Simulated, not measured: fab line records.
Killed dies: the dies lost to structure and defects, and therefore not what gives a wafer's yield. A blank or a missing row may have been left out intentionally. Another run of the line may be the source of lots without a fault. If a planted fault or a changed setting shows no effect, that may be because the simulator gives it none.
fab line records	flow sky130
[record] lots = 5	wafers = 15	lastDay = 50
route steps=708 shown SD_P@327 RES_XHIGH@332 SD_N@342 SALICIDE@361 PAD_OPEN@708
lots that met no fault: taken from a fault-free run of the same line
startH: hours from the record's first day to the start of the lot's first wafer shown	waitH: hours from the lot's prior step to this one	" as in the row above	L1.1+2: a row that stands for several wafers	- no value, or no start was given	* or withheld: withheld	< > ~ a bound
route shown NAME@n: names a module that has steps shown in the file, with the first one's number in the route	usual: mean/standard deviation of fault-free wafers	same: alike in all rows	chamber/n: place in a boat	sites: each site's reading	_std_site: their standard deviation	_edge_site: the outer-site mean with the inner-site mean subtracted	radiusMm: for every site, how far away it sits from the centre of the wafer	mask NAME#n: copy n	behind: the tool/chamber that last shaped the wafer	hold: the reason the lot was held/the length of the hold in hours/how it ended	device: the transistor (n, p or np) that didn't switch	end of line: at the end of the route, the tests of the same wafers	for a step that has no rows: nothing shown but its recipe	killed: count of dies lost to structure and defects at first sort (not the wafer's yield)	map: per-die view of a wafer (x killed, . not killed, _ where there is no die)
set.NAME: the setting that was run; set.NAME@STEP: the one run at that earlier step	model.NAME: the simulator's own value behind a step, which no gauge read
lots seen at some steps along the route; tables by step, rows by wafer
services: from which hour (startH, from the record's first day; less than 0 if before it) a tool's chamber was out of use, for how many hours, and why
[[steps]]
[step SKY_SD_P_CD_MEAS_07]
[recipe] targetCdNm = 380
[usual] cdNm = 379.3/2.7
lot.wafer	tool	chamber	startH	waitH	cdNm
L222.3	cdSem-02	-	585.71	0.1	378.7
L222.4	"	-	"	"	376.9
L222.6	"	-	"	"	377.4
L227.1	cdSem-01	-	633.18	0.1	379.9
L227.3	"	-	"	"	384.7
L227.5	"	-	"	"	380.8
L238.1	cdSem-02	-	726.61	0.1	375.0
L238.3	"	-	"	"	375.9
L238.5	"	-	"	"	375.3
L243.1	cdSem-02	-	763.11	0.1	380.6
L243.5	"	-	"	"	380.6
L243.6	"	-	"	"	383.4
L245.2	cdSem-02	-	782.23	0.1	378.8
L245.3	"	-	"	"	380.0
L245.5	"	-	"	"	377.3
[step SKY_SD_P_OVL_MEAS_08]
[usual] SD_P_OVL = 0.7/1.3
lot.wafer	tool	chamber	startH	waitH	SD_P_OVL[nm]
L222.3	overlay-01	-	585.80	0.1	-1.2
L222.4	"	-	"	"	-0.2
L222.6	"	-	"	"	-1.5
L227.1	overlay-01	-	633.30	0.1	0.3
L227.3	"	-	"	"	1.7
L227.5	"	-	"	"	0.9
L238.1	overlay-02	-	726.73	0.1	2.8
L238.3	"	-	"	"	2.3
L238.5	"	-	"	"	3.0
L243.1	overlay-01	-	763.23	0.1	1.3
L243.5	"	-	"	"	2.6
L243.6	"	-	"	"	0.0
L245.2	overlay-01	-	782.34	0.1	-0.3
L245.3	"	-	"	"	0.7
L245.5	"	-	"	"	0.6
[step SKY_SD_P_IMPLANT_09]
[recipe] species = BF2	energyKev = 20	doseCm2 = 3e+15	tiltDeg = 0
[step SKY_SD_P_STRIP_10]
[recipe] chemistry = O2/N2	powerW = 1400	pressureMtorr = 1500	platenTempC = withheld	o2FlowSccm = 3000	n2FlowSccm = 300	overashFraction = 0.5
[usual] drypumpMotorCurrentA = 5.85/0.23	oesProductAu = 0.618/0.0045	stripTimeToEndpointS = 17.50/0.035
lot.wafer	tool	chamber	startH	waitH	drypumpMotorCurrentA	oesProductAu	rfHoursCounterH	stripTimeToEndpointS
L222.3	plasmaAsher-03	0	586.01	0.1	6.23	0.621	-	17.48
L222.4	"	1	"	"	5.77	0.616	-	17.47
L222.6	"	0	"	"	6.22	0.617	-	17.44
L227.1	plasmaAsher-03	0	633.48	0.1	6.24	0.617	50	17.47
L227.3	"	1	"	"	5.79	0.624	-	17.52
L227.5	"	0	"	"	6.22	0.618	-	17.48
L238.1	plasmaAsher-01	1	726.92	0.1	5.71	0.614	100	17.49
L238.3	"	1	"	"	5.70	0.613	-	17.54
L238.5	"	0	"	"	5.64	0.619	-	17.49
L243.1	plasmaAsher-01	0	763.42	0.1	5.64	0.616	2	17.51
L243.5	"	1	"	"	5.65	0.615	-	17.49
L243.6	"	0	"	"	5.65	0.617	-	17.43
L245.2	plasmaAsher-01	1	782.52	0.1	5.61	0.606	4	17.44
L245.3	"	0	"	"	5.64	0.620	-	17.45
L245.5	"	0	"	"	5.64	0.618	-	17.49
[step SKY_SD_P_TW_MEAS_11]
[usual] SD_P_TW = 2822/46
lot.wafer	tool	chamber	startH	waitH	SD_P_TW
L222.3	filmMetro-04	-	586.10	0.1	2869
L222.4	"	-	"	"	2891
L222.6	"	-	"	"	2875
L227.1	filmMetro-04	-	633.58	0.1	2874
L227.3	"	-	"	"	2887
L227.5	"	-	"	"	2896
L238.1	filmMetro-02	-	727.02	0.1	2798
L238.3	"	-	"	"	2802
L238.5	"	-	"	"	2794
L243.1	filmMetro-02	-	763.52	0.1	2772
L243.5	"	-	"	"	2779
L243.6	"	-	"	"	2773
L245.2	filmMetro-01	-	782.63	0.1	2850
L245.3	"	-	"	"	2856
L245.5	"	-	"	"	2849
[step SKY_RES_XHIGH_DEHYDRATE_00]
[recipe] tempC = 200	timeS = 60
[step SKY_RES_XHIGH_HMDS_01]
[recipe] primeTimeS = 60	primeTempC = 120
[step SKY_RES_XHIGH_COAT_02]
[recipe] resist = NOVOLAK	spinRpm = 3000	resistThkNm = 1140
[step SKY_RES_XHIGH_SOFTBAKE_03]
[recipe] tempC = 90	timeS = 60	resist = NOVOLAK
[step SKY_RES_XHIGH_EXPOSE_04]
[recipe] maskId = URPM	na = 0.6	sourceShape = conventional	sigmaOuter = 0.6	polarization = unpolarized	targetCdNm = 1270	doseMj = 140
[step SKY_RES_XHIGH_PEB_05]
[recipe] tempC = withheld	timeS = *	resist = NOVOLAK
[step SKY_RES_XHIGH_DEVELOP_06]
[recipe] resist = NOVOLAK	developer = TMAH	developTimeS = 60	devTempC = 23
[step SKY_RES_XHIGH_IMPLANT_07]
[recipe] species = BF2	energyKev = 20	doseCm2 = 3.6e+14	tiltDeg = 0
lot.wafer	tool	chamber	startH	waitH
L222.3+4+6	implanter-03	0	615.06	0.1
L227.1+3+5	implanter-04	0	662.46	0.1
L238.1+3+5	implanter-04	0	753.73	0.1
L243.1+5+6	implanter-03	0	788.98	0.1
L245.2+3+5	implanter-04	0	808.65	0.1
[step SKY_RES_XHIGH_STRIP_08]
[recipe] chemistry = O2/N2	powerW = 1400	pressureMtorr = 1500	platenTempC = withheld	o2FlowSccm = 3000	n2FlowSccm = 300	overashFraction = 0.5
[usual] drypumpMotorCurrentA = 5.9/0.46	oesProductAu = 0.711/0.0042	stripTimeToEndpointS = 14.27/0.044
lot.wafer	tool	chamber	startH	waitH	drypumpMotorCurrentA	oesProductAu	rfHoursCounterH	stripTimeToEndpointS
L222.3	plasmaAsher-04	0	615.20	0.1	5.6	0.713	-	14.21
L222.4	"	1	"	"	5.9	0.718	-	14.27
L222.6	"	0	"	"	5.6	0.705	-	14.31
L227.1	plasmaAsher-03	1	662.61	0.1	5.8	0.715	54	14.30
L227.3	"	0	"	"	6.2	0.714	-	14.37
L227.5	"	0	"	"	6.2	0.709	-	14.33
L238.1	plasmaAsher-04	0	753.88	0.1	5.6	0.708	33	14.24
L238.3	"	0	"	"	5.6	0.716	-	14.24
L238.5	"	1	"	"	5.9	0.717	-	14.23
L243.1	plasmaAsher-02	0	789.13	0.1	6.6	0.714	97	14.28
L243.5	"	0	"	"	6.6	0.713	-	14.20
L243.6	"	1	"	"	5.1	0.713	-	14.27
L245.2	plasmaAsher-02	1	808.78	0.1	5.1	0.708	99	14.18
L245.3	"	1	"	"	5.1	0.713	-	14.20
L245.5	"	0	"	"	6.6	0.706	-	14.23
[step SKY_RES_XHIGH_TW_MEAS_09]
[usual] RES_XHIGH_TW = 1642/23
lot.wafer	tool	chamber	startH	waitH	RES_XHIGH_TW
L222.3	filmMetro-04	-	615.28	0.1	1673
L222.4	"	-	"	"	1666
L222.6	"	-	"	"	1673
L227.1	filmMetro-01	-	662.71	0.1	1631
L227.3	"	-	"	"	1639
L227.5	"	-	"	"	1627
L238.1	filmMetro-01	-	753.98	0.1	1628
L238.3	"	-	"	"	1627
L238.5	"	-	"	"	1631
L243.1	filmMetro-02	-	789.23	0.1	1615
L243.5	"	-	"	"	1610
L243.6	"	-	"	"	1613
L245.2	filmMetro-02	-	808.89	0.1	1608
L245.3	"	-	"	"	1609
L245.5	"	-	"	"	1603
[step SKY_SD_N_DEHYDRATE_00]
[recipe] tempC = 200	timeS = 60
[step SKY_SD_N_HMDS_01]
[recipe] primeTimeS = 60	primeTempC = 120
[step SKY_SD_N_COAT_02]
[recipe] resist = NOVOLAK	spinRpm = 3000	resistThkNm = 1140
[step SKY_SD_N_SOFTBAKE_03]
[recipe] tempC = 90	timeS = 60	resist = NOVOLAK
[step SKY_SD_N_EXPOSE_04]
[recipe] maskId = NSDM	na = 0.6	sourceShape = conventional	sigmaOuter = 0.6	polarization = unpolarized	targetCdNm = 380	doseMj = 141
[step SKY_SD_N_PEB_05]
[recipe] tempC = withheld	timeS = *	resist = NOVOLAK
[step SKY_SD_N_DEVELOP_06]
[recipe] resist = NOVOLAK	developer = TMAH	developTimeS = 60	devTempC = 23
[step SKY_SD_N_CD_MEAS_07]
[recipe] targetCdNm = 380
[usual] cdNm = 379.6/2.4
lot.wafer	tool	chamber	startH	waitH	cdNm
L222.3	cdSem-01	-	644.16	0.1	378.3
L222.4	"	-	"	"	377.3
L222.6	"	-	"	"	375.6
L227.1	cdSem-02	-	690.87	0.1	379.5
L227.3	"	-	"	"	379.4
L227.5	"	-	"	"	377.6
L238.1	cdSem-02	-	781.19	0.1	380.7
L238.3	"	-	"	"	382.6
L238.5	"	-	"	"	379.7
L243.1	cdSem-02	-	816.23	0.1	381.6
L243.5	"	-	"	"	380.4
L243.6	"	-	"	"	381.4
L245.2	cdSem-01	-	835.56	0.1	385.9
L245.3	"	-	"	"	380.6
L245.5	"	-	"	"	383.2
[step SKY_SD_N_OVL_MEAS_08]
[usual] SD_N_OVL = 1.3/1.6
lot.wafer	tool	chamber	startH	waitH	SD_N_OVL[nm]
L222.3	overlay-02	-	644.25	0.1	-1.0
L222.4	"	-	"	"	1.2
L222.6	"	-	"	"	0.2
L227.1	overlay-01	-	690.99	0.1	1.6
L227.3	"	-	"	"	3.4
L227.5	"	-	"	"	2.4
L238.1	overlay-02	-	781.31	0.1	1.7
L238.3	"	-	"	"	1.3
L238.5	"	-	"	"	0.2
L243.1	overlay-02	-	816.35	0.1	0.5
L243.5	"	-	"	"	-1.2
L243.6	"	-	"	"	-0.5
L245.2	overlay-02	-	835.66	0.1	1.3
L245.3	"	-	"	"	1.9
L245.5	"	-	"	"	3.7
[step SKY_SD_N_IMPLANT_09]
[recipe] species = As	energyKev = 50	doseCm2 = 4e+15	tiltDeg = 0
[step SKY_SD_N_IMPLANT_10]
[recipe] species = P	energyKev = 20	doseCm2 = 1e+14	tiltDeg = 0
[step SKY_SD_N_STRIP_11]
[recipe] chemistry = O2/N2	powerW = 1400	pressureMtorr = 1500	platenTempC = withheld	o2FlowSccm = 3000	n2FlowSccm = 300	overashFraction = 0.5
[usual] drypumpMotorCurrentA = 5.8/0.51	oesProductAu = 0.528/0.0043	stripTimeToEndpointS = 22.55/0.045
lot.wafer	tool	chamber	startH	waitH	drypumpMotorCurrentA	oesProductAu	rfHoursCounterH	stripTimeToEndpointS
L222.3	plasmaAsher-01	1	644.61	0.1	5.7	0.528	-	22.57
L222.4	"	0	"	"	5.7	0.523	-	22.60
L222.6	"	0	"	"	5.6	0.520	-	22.61
L227.1	plasmaAsher-01	1	691.33	0.1	5.7	0.531	96	22.61
L227.3	"	1	"	"	5.7	0.528	-	22.64
L227.5	"	1	"	"	5.7	0.530	-	22.63
L238.1	plasmaAsher-02	0	781.64	0.1	6.6	0.522	96	22.47
L238.3	"	0	"	"	6.6	0.524	-	22.47
L238.5	"	1	"	"	5.1	0.533	-	22.49
L243.1	plasmaAsher-02	0	816.68	0.1	6.6	0.523	99	22.50
L243.5	"	0	"	"	6.6	0.534	-	22.48
L243.6	"	1	"	"	5.1	0.536	-	22.46
L245.2	plasmaAsher-03	0	835.99	0.1	6.2	0.529	71	22.48
L245.3	"	1	"	"	5.7	0.524	-	22.56
L245.5	"	1	"	"	5.8	0.525	-	22.50
[step SKY_SD_N_TW_MEAS_12]
[usual] SD_N_TW = 3998/54
lot.wafer	tool	chamber	startH	waitH	SD_N_TW
L222.3	filmMetro-04	-	644.70	0.1	4074
L222.4	"	-	"	"	4068
L222.6	"	-	"	"	4094
L227.1	filmMetro-04	-	691.43	0.1	4051
L227.3	"	-	"	"	4039
L227.5	"	-	"	"	4059
L238.1	filmMetro-02	-	781.74	0.1	3912
L238.3	"	-	"	"	3924
L238.5	"	-	"	"	3908
L243.1	filmMetro-01	-	816.78	0.1	4040
L243.5	"	-	"	"	4034
L243.6	"	-	"	"	4037
L245.2	filmMetro-01	-	836.10	0.1	4023
L245.3	"	-	"	"	4006
L245.5	"	-	"	"	4002
[step SKY_SD_N_CLEAN_13]
[recipe] chemistry = SC1/SC2	mix = 1:4:20	tempC = 70	timeS = 150	dry = n2Spin
[step SKY_SD_N_RTA_14]
[recipe] tempC = 1075	timeS = 2	idleTempC = 650	rampUpCPerS = 150	rampDownCPerS = 90	ambient = N2
[usual] lampPowerPct = 15.74/0.052	rampDownCPerS = 89.999/0.016	wafer_temp_C_max = 1078.1/1.5
lot.wafer	tool	chamber	startH	waitH	lampPowerPct	rampDownCPerS	wafer_temp_C_max
L222.3	rtpAnneal-02	0	644.81	0.0	15.70	90.027	1079.1
L222.4	"	0	"	"	15.75	89.976	1078.2
L222.6	"	0	"	"	15.73	89.990	1079.2
L227.1	rtpAnneal-01	0	691.55	0.0	15.85	89.993	1075.2
L227.3	"	0	"	"	15.69	90.027	1077.4
L227.5	"	0	"	"	15.70	89.994	1078.2
L238.1	rtpAnneal-02	0	781.86	0.0	15.82	90.025	1077.9
L238.3	"	0	"	"	15.81	89.994	1078.6
L238.5	"	0	"	"	15.76	89.990	1077.9
L243.1	rtpAnneal-01	0	816.89	0.0	15.67	89.981	1078.0
L243.5	"	0	"	"	15.79	90.001	1078.1
L243.6	"	0	"	"	15.70	90.032	1077.4
L245.2	rtpAnneal-01	0	836.27	0.0	15.78	90.009	1078.5
L245.3	"	0	"	"	15.66	90.023	1077.0
L245.5	"	0	"	"	15.78	89.985	1080.1
[step SKY_SD_N_RS_MEAS_16]
[recipe] thkMeasGauge = four-point-probe
[usual] SD_N_RS = 68.55/0.11
lot.wafer	tool	chamber	startH	waitH	SD_N_RS[ohm/sq]
L222.3	filmMetro-02	-	645.00	0.1	68.40
L222.4	"	-	"	"	68.38
L222.6	"	-	"	"	68.50
L227.1	filmMetro-02	-	691.72	0.1	68.50
L227.3	"	-	"	"	68.62
L227.5	"	-	"	"	68.62
L238.1	filmMetro-01	-	782.04	0.1	68.59
L238.3	"	-	"	"	68.66
L238.5	"	-	"	"	68.73
L243.1	filmMetro-02	-	817.07	0.1	68.51
L243.5	"	-	"	"	68.33
L243.6	"	-	"	"	68.47
L245.2	filmMetro-02	-	836.50	0.1	68.38
L245.3	"	-	"	"	68.34
L245.5	"	-	"	"	68.34
[step SKY_SD_N_RS_MEAS_17]
[recipe] thkMeasGauge = four-point-probe
[usual] SD_P_RS = 147.1/0.33
lot.wafer	tool	chamber	startH	waitH	SD_P_RS[ohm/sq]
L222.3	filmMetro-02	-	645.12	0.1	146.6
L222.4	"	-	"	"	146.7
L222.6	"	-	"	"	146.6
L227.1	filmMetro-02	-	691.84	0.1	147.7
L227.3	"	-	"	"	147.2
L227.5	"	-	"	"	147.4
L238.1	filmMetro-01	-	782.16	0.1	146.9
L238.3	"	-	"	"	147.1
L238.5	"	-	"	"	146.8
L243.1	filmMetro-02	-	817.19	0.1	146.9
L243.5	"	-	"	"	146.5
L243.6	"	-	"	"	146.9
L245.2	filmMetro-02	-	836.62	0.1	147.3
L245.3	"	-	"	"	147.2
L245.5	"	-	"	"	147.4
[step SKY_SD_N_RS_MEAS_18]
[recipe] thkMeasGauge = four-point-probe
[usual] RES_XHIGH_RS = 333.3/0.91
lot.wafer	tool	chamber	startH	waitH	RES_XHIGH_RS[ohm/sq]
L222.3	filmMetro-02	-	645.24	0.1	334.4
L222.4	"	-	"	"	334.7
L222.6	"	-	"	"	335.1
L227.1	filmMetro-02	-	691.96	0.1	332.7
L227.3	"	-	"	"	336.2
L227.5	"	-	"	"	331.7
L238.1	filmMetro-01	-	782.28	0.1	333.3
L238.3	"	-	"	"	334.3
L238.5	"	-	"	"	334.3
L243.1	filmMetro-02	-	817.31	0.1	333.5
L243.5	"	-	"	"	332.2
L243.6	"	-	"	"	333.0
L245.2	filmMetro-02	-	836.74	0.1	333.6
L245.3	"	-	"	"	334.2
L245.5	"	-	"	"	334.0
[step SKY_SALICIDE_CLEAN_00]
[recipe] chemistry = HF-last	timeS = 30	dilution = 100:1	dry = ipaMarangoni
[step SKY_PAD_OPEN_PROBE_99]
[usual] killed_at_M0_to_M3 = 43/7.3	killed_at_M4_up = 3.1/1.7	killedAtContacts = 25/5.3	killedAtFrontEnd = 14/4.1	killedAtOther = 0.3/0.56	killedDies = 85/9.4	killedOpen = 46/7.4	killedShort = 38/5.8
[same] grossDies = 492	killedAtBackSide = 0
lot.wafer	tool	chamber	startH	waitH	killed_at_M0_to_M3	killed_at_M4_up	killedAtContacts	killedAtFrontEnd	killedAtOther	killedDies	killedOpen	killedShort	model.etest.resXhighPo.rsOhmSqRange
L222.3	prober-02	-	1076.73	0.2	63	5	20	10	0	98	61	37	104
L222.4	prober-02	-	1076.78	0.2	33	3	27	9	2	74	39	34	83.6
L222.6	prober-02	-	1076.88	0.2	46	4	16	8	0	74	41	33	104.5
L227.1	prober-02	-	1109.55	0.1	33	3	26	11	1	74	41	32	83.13
L227.3	prober-02	-	1109.65	0.2	57	3	19	9	0	88	51	37	323.8
L227.5	prober-02	-	1109.75	0.2	39	4	36	16	1	96	48	47	75.66
L238.1	prober-01	-	1169.31	0.1	47	4	23	9	0	83	43	39	53.89
L238.3	prober-01	-	1169.41	0.2	36	1	27	16	1	81	44	37	73.38
L238.5	prober-01	-	1169.51	0.2	42	2	24	13	0	81	40	41	51.22
L243.1	prober-01	-	1195.64	0.1	54	2	26	19	1	102	59	43	62.34
L243.5	prober-01	-	1195.84	0.2	43	3	26	8	0	80	45	35	76.31
L243.6	prober-01	-	1195.89	0.2	45	1	15	13	0	74	36	38	82.65
L245.2	prober-01	-	1204.74	0.1	43	4	19	13	0	79	38	41	68.84
L245.3	prober-01	-	1204.79	0.2	40	2	22	16	0	80	40	40	77.12
L245.5	prober-01	-	1204.89	0.2	50	4	16	14	0	84	43	41	75.28
// killed by level:class
L222.3 VIA1:geometricParticle:open=20 METAL2:geometricParticle:short=9 LI_CONTACT:geometricParticle:open=8 VIA2:geometricParticle:open=8 VIA3:geometricParticle:open=8 LOCAL_INTERCONNECT:geometricParticle:short=4 CONTACT:geometricParticle:open=4 VIA1:geometricParticle:short=4
L222.4 CONTACT:geometricParticle:open=11 LI_CONTACT:geometricParticle:open=6 LOCAL_INTERCONNECT:geometricParticle:short=6 VIA2:geometricParticle:open=5 VIA1:geometricParticle:open=5 METAL2:geometricParticle:short=5 VIA3:geometricParticle:open=5 METAL1:geometricParticle:short=4
L222.6 VIA1:geometricParticle:open=11 VIA3:geometricParticle:open=9 LI_CONTACT:geometricParticle:open=8 VIA1:geometricParticle:short=6 METAL1:geometricParticle:short=5 METAL2:geometricParticle:short=4 VIA2:geometricParticle:open=4 POLY_GATE:geometricParticle:short=3
L227.1 CONTACT:geometricParticle:open=11 VIA1:geometricParticle:open=8 LI_CONTACT:geometricParticle:open=6 CONTACT:geometricParticle:short=6 METAL1:geometricParticle:short=5 VIA3:geometricParticle:open=5 VIA1:geometricParticle:short=5 METAL4:geometricParticle:short=3
L227.3 VIA1:geometricParticle:open=11 VIA2:geometricParticle:open=9 VIA3:geometricParticle:open=8 LI_CONTACT:geometricParticle:open=6 CONTACT:geometricParticle:short=6 METAL3:geometricParticle:short=6 METAL1:geometricParticle:short=5 METAL1:geometricParticle:open=5
L227.5 VIA1:geometricParticle:open=13 CONTACT:geometricParticle:open=11 CONTACT:geometricParticle:short=8 LI_CONTACT:geometricParticle:open=6 VIA3:geometricParticle:open=5 LI_CONTACT:geometricParticle:short=5 LOCAL_INTERCONNECT:geometricParticle:short=5 METAL2:geometricParticle:short=5
L238.1 CONTACT:geometricParticle:open=12 VIA1:geometricParticle:open=10 VIA2:geometricParticle:open=8 LI_CONTACT:geometricParticle:open=6 METAL1:geometricParticle:short=6 FIELD_ISO:geometricParticle:short=5 VIA2:geometricParticle:short=5 VIA3:geometricParticle:short=5
L238.3 VIA1:geometricParticle:open=13 LI_CONTACT:geometricParticle:open=8 CONTACT:geometricParticle:open=7 LOCAL_INTERCONNECT:geometricParticle:short=6 FIELD_ISO:geometricParticle:short=5 POLY_GATE:geometricParticle:short=5 VIA3:geometricParticle:open=4 CONTACT:geometricParticle:short=4
L238.5 CONTACT:geometricParticle:open=12 VIA3:geometricParticle:open=10 VIA1:geometricParticle:open=8 METAL1:geometricParticle:short=7 LOCAL_INTERCONNECT:geometricParticle:short=6 METAL2:geometricParticle:short=5 FIELD_ISO:geometricParticle:short=4 POLY_GATE:geometricParticle:short=4
L243.1 VIA1:geometricParticle:open=17 CONTACT:geometricParticle:open=11 LI_CONTACT:geometricParticle:open=8 VIA2:geometricParticle:short=8 FIELD_ISO:geometricParticle:open=7 FIELD_ISO:geometricParticle:short=6 VIA2:geometricParticle:open=6 METAL1:geometricParticle:short=5
L243.5 CONTACT:geometricParticle:open=15 METAL1:geometricParticle:short=8 VIA1:geometricParticle:open=7 METAL2:geometricParticle:short=7 VIA3:geometricParticle:open=6 VIA1:geometricParticle:short=5 LI_CONTACT:geometricParticle:open=4 VIA2:geometricParticle:open=4
L243.6 VIA1:geometricParticle:open=9 METAL1:geometricParticle:short=8 VIA2:geometricParticle:open=7 CONTACT:geometricParticle:open=6 CONTACT:geometricParticle:short=5 VIA3:geometricParticle:short=5 FIELD_ISO:geometricParticle:open=4 METAL2:geometricParticle:short=4
L245.2 VIA3:geometricParticle:open=8 VIA1:geometricParticle:short=8 VIA1:geometricParticle:open=8 LI_CONTACT:geometricParticle:open=5 CONTACT:geometricParticle:short=5 METAL1:geometricParticle:short=5 VIA2:geometricParticle:open=5 FIELD_ISO:geometricParticle:short=4
L245.3 VIA2:geometricParticle:open=8 CONTACT:geometricParticle:open=7 METAL1:geometricParticle:short=6 CONTACT:geometricParticle:short=6 VIA1:geometricParticle:open=6 VIA3:geometricParticle:open=6 POLY_GATE:geometricParticle:open=5 POLY_GATE:geometricParticle:short=5
L245.5 VIA1:geometricParticle:open=9 METAL2:geometricParticle:short=8 VIA2:geometricParticle:open=8 FIELD_ISO:geometricParticle:open=7 LI_CONTACT:geometricParticle:open=6 LOCAL_INTERCONNECT:geometricParticle:short=6 METAL1:geometricParticle:short=6 FIELD_ISO:geometricParticle:short=5
[[services]]
tool	chamber	startH	hours	kind
rtpAnneal-01	-	562.70	52.0	pm
plasmaAsher-03	-	589.92	9.5	repair
plasmaAsher-03	-	596.00	1.1	repair
plasmaAsher-04	-	615.37	1.3	repair
plasmaAsher-02	-	625.77	25.5	repair
plasmaAsher-04	-	633.65	2.2	repair
plasmaAsher-01	-	658.80	6.4	repair
plasmaAsher-04	-	672.88	0.8	repair
implanter-04	-	681.96	5.8	pm
plasmaAsher-02	-	691.11	3.1	repair
rtpAnneal-01	-	700.45	2.7	pm
plasmaAsher-02	-	711.83	2.7	repair
plasmaAsher-01	-	733.75	9.0	pm
plasmaAsher-01	0	733.75	9.0	ventCycle
implanter-04	-	734.91	0.5	repair
rtpAnneal-02	-	748.81	4.7	pm
plasmaAsher-03	-	753.02	3.6	repair
implanter-03	-	768.68	4.4	pm
plasmaAsher-02	-	772.49	0.9	repair
plasmaAsher-04	-	775.43	4.1	repair
implanter-03	-	775.99	1.4	repair
implanter-03	-	790.59	1.2	repair
plasmaAsher-01	-	826.62	1.2	repair
plasmaAsher-01	-	833.17	0.3	repair
[[key]]
[firstSign] step = SKY_SD_N_RS_MEAS_18	reading = RES_XHIGH_RS	direction = up	sigmas = 3.2	usual = 333.3	struck = 336.2
effect none on later readings
[modelEffect] step = SKY_PAD_OPEN_PROBE_99	value = etest.resXhighPo.rsOhmSqRange	without = 76.07	struck = 323.8
metAt SKY_RES_XHIGH_IMPLANT_07
struckWafers L227.3
testerLeftOut L227
[fault] kind = processParameterDrift	tool = implanter-04	chamber = -	onsetH = 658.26	steps = SKY_RES_XHIGH_IMPLANT_07	channel = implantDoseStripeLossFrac	offset = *	shape = step	endH = 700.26	scope = struckWafersOnly
// testerLeftOut: of these lots the tester's yield and bins aren't shown, on N5 and GAA mostly nor the transistor test; their killed dies are dies lost to structure and defects alone, not to doping, threshold or leakage, so they don't give the yield
